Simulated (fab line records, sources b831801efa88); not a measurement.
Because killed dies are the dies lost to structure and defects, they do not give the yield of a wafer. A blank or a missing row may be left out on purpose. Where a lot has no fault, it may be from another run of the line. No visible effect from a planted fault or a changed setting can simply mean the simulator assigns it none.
One fault through the eyes of 2 desks	flow gf180mcu	what lay behind the numbers comes last; until then each desk has only its own

## TOOL OWNER'S DESK, litho-track-03
The tool's own readings at GF_HV_LDD_DEVELOP_06 (develop time 60 s): means of the sampled wafers that have a number, for each lot that ran on this tool. Any lot whose mean is over 4 standard deviations away from the usual mean is out of limits and marked OUT; that distance is given in the brackets.
Columns: A = developer-temp-C at GF_HV_LDD_DEVELOP_06, usual 22.99 C
lot	first seen here	A
L667	day 10 08:58	22.95
L672	day 11 23:55	22.91
L673	day 12 06:45	22.82
L674	day 12 12:24	22.88
L677	day 13 09:21	20.74 (-23) OUT
L680	day 14 06:10	20.79 (-22) OUT
L689	day 16 23:43	23.10
Finding of this desk: L677, L680 out of limits; the first was L677 at day 13 09:21, on developer-temp-C at GF_HV_LDD_DEVELOP_06. L667, L672, L673, L674, L689 stayed within limits.

## METROLOGY DESK
Lot by lot, what the gauges showed, no matter which tool ran the lot: averages of those sampled wafers that carry a number. Any lot whose mean is over 4 standard deviations away from the usual mean is out of limits and marked OUT; that distance is given in the brackets.
Columns: A = NWELL_RS at GF_VT_IMPLANT_RS_MEAS_47, usual 487.9 ohm/sq; B = DUAL_GATE_OXIDATION_00_THK at GF_DUAL_GATE_THK_MEAS_03, usual 10.79 nm; C = POLY_GATE_CVD_00_THK at GF_POLY_GATE_THK_MEAS_01, usual 199.0 nm; D = cd-nm at GF_HV_LDD_CD_MEAS_07, usual 400.3 nm
lot	first seen here	A	B	C	D
L667	day 7 19:25	488.3	10.90	197.0	401.0
L668	day 8 04:20	488.6	10.85	201.3	401.4
L672	day 9 06:55	487.7	10.68	199.3	399.5
L673	day 9 14:04	488.3	10.72	201.4	400.8
L674	day 9 19:56	488.7	10.62	200.3	400.0
L676	day 10 09:11	489.7	10.75	197.6	399.9
L677	day 10 13:53	487.3	10.62	197.5	406.8
L679	day 11 07:14	489.2	11.03	198.3	399.4
L680	day 11 11:31	488.5	10.68	197.2	409.6 (+4.6) OUT
L684	day 12 15:39	486.2	10.65	200.1	402.5
L685	day 12 19:41	488.8	11.00	200.1	399.3
L686	day 13 03:38	487.8	10.66	195.7	396.8
L688	day 13 17:48	489.3	10.58	200.3	398.8
L689	day 13 23:06	486.8	10.80	201.1	400.9
Finding of this desk: L680 out of limits; the first was L680 at day 14 06:19, on cd-nm at GF_HV_LDD_CD_MEAS_07. L667, L668, L672, L673, L674, L676, L677, L679, L684, L685, L686, L688, L689 stayed within limits.

## BROUGHT TOGETHER
An alarm could have come from the tool owner's desk at day 13 09:21, on L677, L680.
At day 14 06:19 the metrology desk could have sounded an alarm, on L680.
The metrology desk has L677 on record, within its limits.
The lots listed all ran GF_HV_LDD_DEVELOP_06 on litho-track-03.

## WHAT HAD BEEN PUT IN BY THE SIMULATOR
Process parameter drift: litho-track-03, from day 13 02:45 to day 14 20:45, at GF_HV_LDD_DEVELOP_06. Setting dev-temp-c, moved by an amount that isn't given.
Struck lots among those shown: L677, L680.
Counting hours from when the fault started, the first reading out of limits came at 7 for the tool owner's desk and at 28 for the metrology desk.
